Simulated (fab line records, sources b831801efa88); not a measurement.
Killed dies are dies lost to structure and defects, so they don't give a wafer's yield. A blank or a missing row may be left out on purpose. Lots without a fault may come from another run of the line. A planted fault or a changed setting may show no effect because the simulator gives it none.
Which tool did it? | flow sky130 | 6 lots, 18 wafers sampled, at 4 steps of a route of 708

WHAT THE GAUGES READ, wafer by wafer
SKY_VIA4_THK_MEAS_01.
lot  | measured     | on            | VIA4_HDPCVD_THK (nm)
L597 | day 43 04:35 | film_metro-01 | 1770 1785 1731
L598 | day 43 15:50 | film_metro-03 | 1738 1737 1736
L603 | day 44 20:26 | film_metro-03 | 1752 1765 1797
L605 | day 45 06:32 | film_metro-01 | 1780 1763 1766
L607 | day 45 19:30 | film_metro-03 | 2623 2639 2627
L611 | day 47 13:13 | film_metro-03 | 1751 1761 1734

WHICH TOOL RAN EACH LOT (tool, then ch and the chambers of the sampled wafers, then the start)
lot  | SKY_METAL4_SPUTTER_03        | SKY_CAP2M_CVD_00                | SKY_VIA4_HDPCVD_00
L597 | pvd_sputter-04, day 41 02:53 | pecvd-03 ch 0,1,2, day 41 02:58 | hdpcvd-02 ch 0,1,2, day 43 04:24
L598 | pvd_sputter-03, day 41 13:49 | pecvd-01 ch 0,2, day 41 13:53   | hdpcvd-02 ch 1,2, day 43 15:40
L603 | pvd_sputter-01, day 42 20:58 | pecvd-04 ch 0,2, day 42 21:02   | hdpcvd-01 ch 0,1, day 44 20:15
L605 | pvd_sputter-01, day 43 06:34 | pecvd-01 ch 1,2, day 43 06:37   | hdpcvd-01 ch 0,1, day 45 06:21
L607 | pvd_sputter-03, day 43 19:53 | pecvd-01 ch 0,2, day 43 19:56   | hdpcvd-01 ch 0,2, day 45 19:19
L611 | pvd_sputter-01, day 45 16:00 | pecvd-03 ch 0,2, day 45 16:04   | hdpcvd-02 ch 0,1,2, day 47 13:01
- SKY_METAL4_SPUTTER_03: material Ti, target thk 5 nm, time 3.3 s.
- SKY_CAP2M_CVD_00: deposits SiO2, target thk 15.5 nm.
- SKY_VIA4_HDPCVD_00: deposits SiO2, target thk 1750 nm, time 291.7 s.

THE ANSWER, worked out from the rows above alone
Rule: what is usual is taken from the lots themselves. Put in order of their means at a reading, lots are off if they are a third of the lots or fewer, leave a main group of 4 or more, and stand apart from it by a gap of 3 or more times the standard deviation of the main group's means; of several such gaps the widest counts. A main group whose means are all the same, to the digits that the tables above print for the reading, isn't used. A lot without any number at a reading at which 4 lots or more have one is off too. The other lots that the step has rows for count as sound.
Off: L607, at SKY_VIA4_THK_MEAS_01 (VIA4_HDPCVD_THK). The main group: mean 1758 nm, standard deviation 13.
A tool fits if, at a process step before that reading, it ran every lot that is off, and no sound lot after the first of them. The gauges at SKY_VIA4_THK_MEAS_01 are tried like those tools. Can't be told from this: 3 tools fit, pvd_sputter-03 at SKY_METAL4_SPUTTER_03, pecvd-01 at SKY_CAP2M_CVD_00, hdpcvd-01 at SKY_VIA4_HDPCVD_00.

WHAT THE SIMULATOR HAD PUT IN
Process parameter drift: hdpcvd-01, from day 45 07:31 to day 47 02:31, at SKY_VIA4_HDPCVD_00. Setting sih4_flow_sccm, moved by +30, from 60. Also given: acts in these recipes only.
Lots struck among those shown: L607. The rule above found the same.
